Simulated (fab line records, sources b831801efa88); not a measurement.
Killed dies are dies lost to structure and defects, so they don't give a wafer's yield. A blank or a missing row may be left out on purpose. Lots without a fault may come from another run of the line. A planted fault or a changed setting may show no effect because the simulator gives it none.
fab line records | flow sky130
record lots=24 wafers=72 last_day=50
route steps=708 shown POLY_GATE@227 SD_P@327 LOCAL_INTERCONNECT@389 CONTACT@432 VIA1@482
lots that met no fault: from a run of the same line without faults
start_h: hours from the record's first day to the start of the lot's first wafer shown | wait_h: hours since the lot's step before | " the same as in the row above | L1.1+2: a row that stands for several wafers | - no value, or no start given | * or withheld: withheld | < > ~ a bound
route shown NAME@n: a module of which the file shows steps, and the number in the route of the first | usual: mean/standard deviation of fault-free wafers | same: alike in all rows | chamber/n: place in a boat | sites: the reading at each site | _std_site: their standard deviation | _edge_site: outer sites' mean less inner sites' | radius_mm: how far each site lies from the wafer's centre | mask NAME#n: copy n | behind: the tool/chamber that last shaped the wafer | hold: why the lot was held/for how many hours/how that ended | device: the transistor (n, p or np) that didn't switch | end of line: the same wafers' tests at the end of the route | a step without rows: its recipe alone | killed: dies lost to structure and defects at the first sort, not the wafer's yield | map: a wafer's dies, x killed, . not, _ none there
set.NAME: the setting as run; set.NAME@STEP: as run at that earlier step | model.NAME: the simulator's own value behind a step, which no gauge read
steps of the route over a sample of lots; a table a step, a row a wafer
services: from which hour (start_h, from the record's first day; less than 0 if before it) a tool's chamber was out of use, for how many hours, and why
## steps
# step SKY_POLY_GATE_CD_MEAS_13
# recipe target_cd_nm=150
# usual cd_nm=149.7/1
# columns lot.wafer tool chamber start_h wait_h cd_nm
L074.1 cd_sem-02 - 366.60 - 149.6
L074.3 " - " " 151.3
L074.4 " - " " 150.5
L075.4 cd_sem-01 - 374.65 - 149.2
L075.5 " - " " 149.6
L075.6 " - " " 149.6
L076.3 cd_sem-02 - 389.14 - 151.3
L076.5 " - " " 150.2
L076.6 " - " " 150.6
L077.1 cd_sem-01 - 392.28 - 150.9
L077.5 " - " " 150.2
L077.6 " - " " 151.7
L079.1 cd_sem-02 - 417.50 - 148.1
L079.2 " - " " 148.7
L079.6 " - " " 149.4
L078.2 cd_sem-01 - 418.00 - 150.3
L078.3 " - " " 151.2
L078.5 " - " " 149.8
L080.1 cd_sem-02 - 424.74 - 150.5
L080.3 " - " " 149.1
L080.4 " - " " 150.1
L081.1 cd_sem-01 - 434.15 - 149.7
L081.3 " - " " 150.3
L081.4 " - " " 149.7
L082.3 cd_sem-02 - 443.73 - 148.1
L082.5 " - " " 149.8
L082.6 " - " " 147.6
L083.2 cd_sem-01 - 462.81 - 148.0
L083.3 " - " " 148.6
L083.4 " - " " 147.7
L085.2 cd_sem-02 - 465.97 - 148.0
L085.3 " - " " 148.1
L085.4 " - " " 149.7
L084.2 cd_sem-02 - 468.91 - 149.7
L084.4 " - " " 149.9
L084.5 " - " " 148.9
L086.2 cd_sem-01 - 471.47 - 148.1
L086.4 " - " " 148.7
L086.5 " - " " 148.2
L087.1 cd_sem-02 - 488.08 - 150.0
L087.3 " - " " 149.0
L087.5 " - " " 148.5
L088.3 cd_sem-01 - 498.19 - 151.8
L088.4 " - " " 151.6
L088.5 " - " " 151.8
L089.1 cd_sem-01 - 512.13 - 149.0
L089.2 " - " " 148.4
L089.4 " - " " 149.4
L090.2 cd_sem-02 - 514.65 - 150.1
L090.3 " - " " 150.7
L090.6 " - " " 149.3
L091.1 cd_sem-02 - 526.49 - 150.9
L091.4 " - " " 150.3
L091.5 " - " " 150.3
L092.3 cd_sem-02 - 532.03 - 148.7
L092.4 " - " " 148.3
L092.5 " - " " 148.8
L093.1 cd_sem-02 - 535.23 - 150.9
L093.2 " - " " 151.1
L093.5 " - " " 149.9
L094.1 cd_sem-01 - 541.94 - 149.2
L094.5 " - " " 149.6
L094.6 " - " " 149.4
L095.1 cd_sem-02 - 545.43 - 151.4
L095.3 " - " " 150.1
L095.4 " - " " 150.5
L096.1 cd_sem-01 - 559.93 - 149.3
L096.2 " - " " 149.0
L096.5 " - " " 149.8
L097.2 cd_sem-01 - 572.45 - 149.2
L097.4 " - " " 149.3
L097.6 " - " " 149.2
# step SKY_POLY_GATE_ETCH_17
# recipe target_depth_nm=180 stop_on=SiO2 over_etch_frac=0.56667 chemistry=HBr/Cl2 target=poly-Si icp_w=400 bias_w=100 pressure_mtorr=10 HBr_flow_sccm=150 Cl2_flow_sccm=50 time_s=70.5
# usual drypump_motor_current_A=5.8/0.34 oes_product_au=0.987/0.0081 throttle_valve_pct=33.684/0.0091
# columns lot.wafer tool chamber start_h wait_h drypump_motor_current_A oes_product_au rf_hours_counter_h throttle_valve_pct
L074.1 rie_si-01 2 366.94 0.0 5.6 0.990 12 33.668
L074.3 " 3 " " 5.5 0.980 0 33.677
L074.4 " 2 " " 5.7 0.991 - 33.671
L075.4 rie_si-01 2 374.95 0.1 5.6 0.979 - 33.688
L075.5 " 1 " " 6.4 0.972 - 33.677
L075.6 " 3 " " 5.5 0.976 - 33.685
L076.3 rie_si-02 0 389.44 0.0 6.4 0.982 2 33.691
L076.5 " 0 " " 6.4 0.992 - 33.682
L076.6 " 3 " " 5.7 0.988 - 33.669
L077.1 rie_si-02 3 392.62 0.0 5.7 0.990 2 33.691
L077.5 " 1 " " 5.5 0.998 - 33.671
L077.6 " 0 " " 6.4 0.992 - 33.690
L079.1 rie_si-02 3 417.84 0.0 5.7 0.986 2 33.689
L079.2 " 0 " " 6.4 0.985 2 33.697
L079.6 " 2 " " 5.6 1.000 - 33.677
L078.2 rie_si-02 1 418.32 0.0 5.5 0.996 1 33.677
L078.3 " 3 " " 5.7 0.991 2 33.675
L078.5 " 2 " " 5.6 0.987 - 33.678
L080.1 rie_si-02 1 425.07 0.0 5.5 0.988 1 33.675
L080.3 " 3 " " 5.7 0.971 2 33.676
L080.4 " 2 " " 5.6 0.994 0 33.691
L081.1 rie_si-01 3 434.49 0.0 5.5 0.984 1 33.679
L081.3 " 0 " " 5.7 0.986 0 33.686
L081.4 " 2 " " 5.6 0.998 12 33.682
L082.3 rie_si-02 1 444.02 0.0 5.5 0.992 1 33.681
L082.5 " 2 " " 5.6 0.993 - 33.689
L082.6 " 3 " " 5.7 0.992 - 33.691
L083.2 rie_si-01 2 463.12 0.0 5.6 0.994 13 33.686
L083.3 " 3 " " 5.5 0.984 1 33.663
L083.4 " 0 " " 5.7 0.978 0 33.686
L085.2 rie_si-01 0 466.29 0.0 5.7 0.984 1 33.685
L085.3 " 3 " " 5.5 0.972 1 33.679
L085.4 " 2 " " 5.6 0.990 13 33.685
L084.2 rie_si-02 3 469.22 0.0 5.8 0.983 3 33.667
L084.4 " 2 " " 5.7 0.998 1 33.686
L084.5 " 1 " " 5.5 0.985 - 33.678
L086.2 rie_si-01 3 471.79 0.0 5.5 0.981 1 33.700
L086.4 " 1 " " 6.3 0.989 43 33.682
L086.5 " 1 " " 6.4 0.991 - 33.703
L087.1 rie_si-02 2 488.42 0.0 5.6 1.010 1 33.675
L087.3 " 1 " " 5.5 0.989 2 33.688
L087.5 " 2 " " 5.6 0.995 - 33.689
L088.3 rie_si-01 0 498.49 0.0 5.7 0.987 1 33.696
L088.4 " 2 " " 5.6 0.993 13 33.703
L088.5 " 0 " " 5.7 0.981 - 33.685
L089.1 rie_si-02 2 512.47 0.0 5.6 0.989 1 33.694
L089.2 " 3 " " 5.7 0.990 3 33.680
L089.4 " 1 " " 5.5 0.991 2 33.678
L090.2 rie_si-01 2 514.97 0.0 5.7 0.986 13 33.686
L090.3 " 3 " " 5.5 0.988 1 33.678
L090.6 " 2 " " 5.6 0.996 - 33.680
L091.1 rie_si-02 2 526.82 0.0 5.6 0.991 1 33.679
L091.4 " 0 " " 6.5 0.980 3 33.692
L091.5 " 0 " " 6.5 0.982 - 33.687
L092.3 rie_si-01 1 532.32 0.0 6.3 0.985 43 33.681
L092.4 " 0 " " 5.7 0.999 1 33.684
L092.5 " 1 " " 6.4 0.992 - 33.671
L093.1 rie_si-02 0 535.57 0.0 6.4 0.990 3 33.696
L093.2 " 1 " " 5.6 0.993 2 33.667
L093.5 " 2 " " 5.6 0.995 - 33.692
L094.1 rie_si-01 3 542.27 0.0 5.5 0.976 1 33.679
L094.5 " 1 " " 6.4 0.969 - 33.694
L094.6 " 2 " " 5.6 0.983 - 33.682
L095.1 rie_si-02 1 545.77 0.0 5.5 0.984 2 33.674
L095.3 " 3 " " 5.8 0.979 3 33.689
L095.4 " 0 " " 6.4 0.973 3 33.679
L096.1 rie_si-01 0 560.27 0.0 5.7 0.983 1 33.680
L096.2 " 2 " " 5.6 0.990 13 33.672
L096.5 " 0 " " 5.7 0.986 - 33.695
L097.2 rie_si-01 3 572.77 0.0 5.5 0.980 1 33.689
L097.4 " 2 " " 5.6 0.990 13 33.690
L097.6 " 3 " " 5.5 0.988 - 33.687
# step SKY_SD_P_CD_MEAS_07
# recipe target_cd_nm=380
# usual cd_nm=379.2/2.2
# columns lot.wafer tool chamber start_h wait_h cd_nm
L074.1 cd_sem-01 - 584.05 0.1 375.7
L074.3 " - " " 377.0
L074.4 " - " " 375.4
L075.4 cd_sem-02 - 589.21 0.1 376.8
L075.5 " - " " 376.2
L075.6 " - " " 376.2
L076.3 cd_sem-02 - 606.35 0.1 375.5
L076.5 " - " " 376.7
L076.6 " - " " 377.0
L077.1 cd_sem-01 - 610.83 0.1 378.4
L077.5 " - " " 377.9
L077.6 " - " " 379.6
L078.2 cd_sem-01 - 634.63 0.1 377.2
L078.3 " - " " 379.1
L078.5 " - " " 378.8
L079.1 cd_sem-02 - 636.21 0.1 383.8
L079.2 " - " " 383.3
L079.6 " - " " 381.2
L080.1 cd_sem-01 - 640.15 0.1 376.8
L080.3 " - " " 378.8
L080.4 " - " " 380.1
L081.1 cd_sem-02 - 647.36 0.1 377.3
L081.3 " - " " 378.8
L081.4 " - " " 380.4
L082.3 cd_sem-02 - 662.00 0.1 377.9
L082.5 " - " " 378.8
L082.6 " - " " 376.1
L083.2 cd_sem-02 - 674.73 0.1 383.7
L083.3 " - " " 379.9
L083.4 " - " " 379.8
L085.2 cd_sem-02 - 682.70 0.1 378.4
L085.3 " - " " 380.4
L085.4 " - " " 380.4
L084.2 cd_sem-01 - 682.72 0.1 382.5
L084.4 " - " " 381.5
L084.5 " - " " 384.4
L086.2 cd_sem-01 - 686.60 0.1 378.1
L086.4 " - " " 378.7
L086.5 " - " " 378.9
L087.1 cd_sem-01 - 700.65 0.1 383.3
L087.3 " - " " 381.3
L087.5 " - " " 383.4
L088.3 cd_sem-01 - 709.07 0.1 382.1
L088.4 " - " " 384.6
L088.5 " - " " 382.4
L089.1 cd_sem-01 - 719.11 0.1 382.8
L089.2 " - " " 380.5
L089.4 " - " " 379.9
L090.2 cd_sem-01 - 724.70 0.1 376.6
L090.3 " - " " 377.0
L090.6 " - " " 376.9
L091.1 cd_sem-02 - 731.10 0.1 378.3
L091.4 " - " " 377.7
L091.5 " - " " 377.7
L092.3 cd_sem-02 - 738.35 0.1 379.1
L092.4 " - " " 378.3
L092.5 " - " " 379.1
L093.1 cd_sem-02 - 740.51 0.1 379.7
L093.2 " - " " 377.8
L093.5 " - " " 377.2
L094.1 cd_sem-02 - 743.95 0.1 378.4
L094.5 " - " " 376.9
L094.6 " - " " 380.2
L095.1 cd_sem-02 - 750.85 0.1 380.8
L095.3 " - " " 381.9
L095.4 " - " " 380.3
L096.1 cd_sem-01 - 764.26 0.1 376.9
L096.2 " - " " 378.9
L096.5 " - " " 380.3
L097.2 cd_sem-01 - 780.02 0.1 379.2
L097.4 " - " " 377.9
L097.6 " - " " 378.9
# step SKY_LOCAL_INTERCONNECT_THK_MEAS_02
# recipe thk_meas_gauge=xrf reads=TiN_of_LOCAL_INTERCONNECT_SPUTTER_00
# usual LOCAL_INTERCONNECT_TIN_THK=100.1/1.3
# columns lot.wafer tool chamber start_h wait_h LOCAL_INTERCONNECT_TIN_THK[nm]
L074.1 film_metro-01 - 673.90 0.1 97.8
L074.3 " - " " 100.0
L074.4 " - " " 98.9
L075.4 film_metro-03 - 678.58 0.1 102.5
L075.5 " - " " 103.9
L075.6 " - " " 102.2
L076.3 film_metro-01 - 695.98 0.1 99.6
L076.5 " - " " 99.2
L076.6 " - " " 99.2
L077.1 film_metro-01 - 699.42 0.1 98.9
L077.5 " - " " 100.3
L077.6 " - " " 98.8
L078.2 film_metro-04 - 722.07 0.1 99.0
L078.3 " - " " 99.7
L078.5 " - " " 99.7
L079.1 film_metro-01 - 724.85 0.1 102.9
L079.2 " - " " 102.5
L079.6 " - " " 103.2
L080.1 film_metro-01 - 728.34 0.1 100.8
L080.3 " - " " 100.4
L080.4 " - " " 100.5
L081.1 film_metro-01 - 734.57 0.1 97.2
L081.3 " - " " 99.9
L081.4 " - " " 98.3
L082.3 film_metro-03 - 749.67 0.1 101.7
L082.5 " - " " 101.2
L082.6 " - " " 101.6
L083.2 film_metro-04 - 760.40 0.1 99.0
L083.3 " - " " 99.2
L083.4 " - " " 99.1
L085.2 film_metro-03 - 768.58 0.1 101.1
L085.3 " - " " 99.8
L085.4 " - " " 100.9
L084.2 film_metro-04 - 770.35 0.1 100.7
L084.4 " - " " 99.7
L084.5 " - " " 101.6
L086.2 film_metro-04 - 771.28 0.1 98.5
L086.4 " - " " 99.1
L086.5 " - " " 98.9
L087.1 film_metro-03 - 786.37 0.1 101.2
L087.3 " - " " 98.0
L087.5 " - " " 100.2
L088.3 film_metro-01 - 794.06 0.1 98.7
L088.4 " - " " 100.2
L088.5 " - " " 99.4
L089.1 film_metro-04 - 803.90 0.1 98.0
L089.2 " - " " 99.2
L089.4 " - " " 98.4
L090.2 film_metro-04 - 809.48 0.1 100.8
L090.3 " - " " 99.4
L090.6 " - " " 98.4
L091.1 film_metro-03 - 815.48 0.1 100.8
L091.4 " - " " 98.7
L091.5 " - " " 100.9
L092.3 film_metro-01 - 822.06 0.1 100.9
L092.4 " - " " 101.9
L092.5 " - " " 101.3
L093.1 film_metro-01 - 825.00 0.1 98.5
L093.2 " - " " 99.6
L093.5 " - " " 100.7
L094.1 film_metro-03 - 827.13 0.1 100.6
L094.5 " - " " 100.5
L094.6 " - " " 99.9
L095.1 film_metro-04 - 834.18 0.1 99.7
L095.3 " - " " 101.4
L095.4 " - " " 100.0
L096.1 film_metro-04 - 845.90 0.1 100.9
L096.2 " - " " 99.4
L096.5 " - " " 100.6
L097.2 film_metro-03 - 862.83 0.1 101.4
L097.4 " - " " 100.4
L097.6 " - " " 101.2
# step SKY_CONTACT_THK_MEAS_26
# recipe thk_meas_gauge=xrf reads=W_of_CONTACT_CVD_24
# usual CONTACT_W_THK=327/5.6
# columns lot.wafer tool chamber start_h wait_h CONTACT_W_THK[nm]
L074.1 film_metro-01 - 731.76 0.1 325
L074.3 " - " " 326
L074.4 " - " " 323
L075.4 film_metro-01 - 736.25 0.1 327
L075.5 " - " " 330
L075.6 " - " " 325
L076.3 film_metro-04 - 754.72 0.1 329
L076.5 " - " " 331
L076.6 " - " " 330
L077.1 film_metro-04 - 757.11 0.1 328
L077.5 " - " " 327
L077.6 " - " " 320
L078.2 film_metro-01 - 778.48 0.1 319
L078.3 " - " " 323
L078.5 " - " " 329
L079.1 film_metro-02 - 781.56 0.1 325
L079.2 " - " " 326
L079.6 " - " " 330
L080.1 film_metro-01 - 785.06 0.1 318
L080.3 " - " " 320
L080.4 " - " " 319
L081.1 film_metro-04 - 791.37 0.1 321
L081.3 " - " " 321
L081.4 " - " " 325
L082.3 film_metro-01 - 805.27 0.1 328
L082.5 " - " " 333
L082.6 " - " " 328
L083.2 film_metro-02 - 817.04 0.1 339
L083.3 " - " " 338
L083.4 " - " " 333
L085.2 film_metro-01 - 824.53 0.1 331
L085.3 " - " " 323
L085.4 " - " " 326
L084.2 film_metro-01 - 825.51 0.1 326
L084.4 " - " " 332
L084.5 " - " " 327
L086.2 film_metro-04 - 825.78 0.1 322
L086.4 " - " " 321
L086.5 " - " " 326
L087.1 film_metro-04 - 842.80 0.1 327
L087.3 " - " " 323
L087.5 " - " " 323
L088.3 film_metro-01 - 850.57 0.1 325
L088.4 " - " " 322
L088.5 " - " " 318
L089.1 film_metro-04 - 858.26 0.1 328
L089.2 " - " " 327
L089.4 " - " " 332
L090.2 film_metro-04 - 864.02 0.1 322
L090.3 " - " " 318
L090.6 " - " " 322
L091.1 film_metro-02 - 871.11 0.1 335
L091.4 " - " " 340
L091.5 " - " " 339
L092.3 film_metro-01 - 876.65 0.1 332
L092.4 " - " " 328
L092.5 " - " " 332
L093.1 film_metro-01 - 879.97 0.1 330
L093.2 " - " " 326
L093.5 " - " " 329
L094.1 film_metro-01 - 882.37 0.1 330
L094.5 " - " " 326
L094.6 " - " " 336
L095.1 film_metro-02 - 889.01 0.1 334
L095.3 " - " " 337
L095.4 " - " " 342
L096.1 film_metro-01 - 901.57 0.1 333
L096.2 " - " " 330
L096.5 " - " " 331
L097.2 film_metro-04 - 916.77 0.1 321
L097.4 " - " " 323
L097.6 " - " " 322
# step SKY_VIA1_CMP_24
# recipe stop_on=SiO2 t_overpolish_s=15 down_force_psi=3.5 platen_rpm=60 target_thk_nm=0 pad_velocity_m_s=0.94248
# usual motor_current_A=11.7/1.5 overpolish_run_s=14.999/0.0094 time_to_endpoint_s=67/3.8
# columns lot.wafer tool chamber start_h wait_h motor_current_A overpolish_run_s time_to_endpoint_s
L074.4 cmp-01 0 789.84 0.0 13.8 15.004 61
L074.3 " 1 " " 10.9 14.984 71
L074.1 " 2 " " 11.3 14.983 68
L075.4 cmp-01 3 791.41 0.0 9.8 14.990 68
L075.6 " 3 " " 10.1 14.994 65
L075.5 " 0 " " 14.1 15.002 59
L076.3 cmp-01 0 812.31 0.0 14.1 14.987 64
L076.5 " 0 " " 13.9 15.001 64
L076.6 " 1 " " 11.0 15.000 69
L077.1 cmp-01 0 813.63 0.1 13.7 14.999 65
L077.5 " 0 " " 13.2 14.992 63
L077.6 " 1 " " 10.7 14.990 70
L078.3 cmp-01 0 835.81 0.0 13.7 15.003 61
L078.2 " 2 " " 11.5 15.015 67
L078.5 " 0 " " 14.1 15.018 63
L079.1 cmp-02 3 837.68 0.1 10.7 14.993 60
L079.2 " 0 " " 14.1 15.024 64
L079.6 " 3 " " 11.3 14.997 59
L080.4 cmp-02 3 841.76 0.0 10.9 15.001 63
L080.1 " 0 " " 13.5 14.982 65
L080.3 " 1 " " 12.3 14.997 65
L081.4 cmp-01 3 847.16 0.0 10.2 14.999 69
L081.3 " 1 " " 10.7 14.987 69
L081.1 " 2 " " 11.2 14.996 66
L082.3 cmp-01 0 860.31 0.2 14.6 14.995 61
L082.6 " 1 " " 11.3 14.994 69
L082.5 " 2 " " 11.6 15.000 66
L083.2 cmp-02 1 873.01 0.0 10.9 15.001 66
L083.4 " 2 " " 9.0 15.003 68
L083.3 " 0 " " 12.8 15.014 67
L085.2 cmp-01 3 880.27 0.0 10.0 15.001 70
L085.3 " 0 " " 13.6 15.008 64
L085.4 " 2 " " 12.0 15.004 68
L084.2 cmp-01 3 881.02 0.1 10.8 15.009 72
L084.4 " 1 " " 10.7 14.999 76
L084.5 " 3 " " 11.1 14.986 70
L086.4 cmp-02 1 882.07 0.1 12.1 14.982 66
L086.2 " 2 " " 9.0 14.994 70
L086.5 " 0 " " 13.9 14.997 67
L087.1 cmp-01 0 898.76 0.1 14.0 14.997 67
L087.3 " 1 " " 11.5 14.991 77
L087.5 " 0 " " 13.9 15.020 64
L088.3 cmp-01 1 905.63 0.1 11.3 15.006 75
L088.4 " 3 " " 10.3 14.992 75
L088.5 " 1 " " 10.9 15.003 74
L089.2 cmp-01 1 912.03 0.0 11.2 14.999 74
L089.4 " 2 " " 12.0 14.994 72
L089.1 " 3 " " 10.7 14.996 71
L090.3 cmp-01 1 918.32 0.0 11.1 15.001 71
L090.2 " 0 " " 13.3 15.009 64
L090.6 " 1 " " 11.1 15.013 70
L091.1 cmp-01 2 925.74 0.4 11.7 15.000 70
L091.4 " 3 " " 10.1 15.000 71
L091.5 " 1 " " 10.8 15.004 72
L092.3 cmp-01 3 930.07 0.1 9.9 15.016 66
L092.4 " 0 " " 14.5 15.007 62
L092.5 " 2 " " 11.2 15.012 63
L093.1 cmp-01 2 933.07 0.1 11.6 15.013 67
L093.2 " 0 " " 13.8 15.005 61
L093.5 " 2 " " 11.2 14.999 66
L094.1 cmp-01 0 936.46 0.1 14.9 14.997 65
L094.6 " 0 " " 13.7 15.009 62
L094.5 " 1 " " 10.9 15.005 67
L095.1 cmp-01 3 941.67 0.1 9.7 15.006 70
L095.3 " 0 " " 14.1 14.987 65
L095.4 " 1 " " 10.9 14.996 75
L096.2 cmp-02 3 954.36 0.1 11.1 14.987 64
L096.1 " 0 " " 14.5 14.999 67
L096.5 " 1 " " 11.8 15.009 67
L097.2 cmp-02 2 968.56 0.0 9.4 14.987 64
L097.4 " 1 " " 11.0 14.998 60
L097.6 " 3 " " 11.4 14.994 60
## services
# columns tool chamber start_h hours kind
cmp-02 - 352.35 1.6 repair
cmp-01 - 355.07 0.6 repair
rie_si-01 - 357.53 0.4 repair
rie_si-01 2 361.78 1.8 repair
rie_si-02 - 372.28 14.6 pm
cmp-01 - 378.35 1.4 repair
cmp-01 - 387.84 7.8 pm
rie_si-01 - 413.50 14.6 pm
cmp-01 - 422.57 4.0 pm
cmp-01 - 445.60 7.8 pm
cmp-02 - 452.55 4.4 repair
cmp-02 - 456.96 13.1 pm
rie_si-02 - 500.64 3.6 repair
cmp-01 - 528.31 10.4 pm
rie_si-02 1 566.70 6.9 repair
cmp-01 - 569.03 1.3 repair
rie_si-01 - 716.12 0.1 repair
cmp-01 - 728.44 1.1 repair
rie_si-02 1 735.84 13.7 repair
cmp-01 - 762.74 4.0 pm
cmp-01 - 814.60 5.6 pm
cmp-01 - 820.24 10.1 pm
rie_si-02 3 844.74 22.5 repair
cmp-01 - 889.77 0.7 repair
## key
fault none
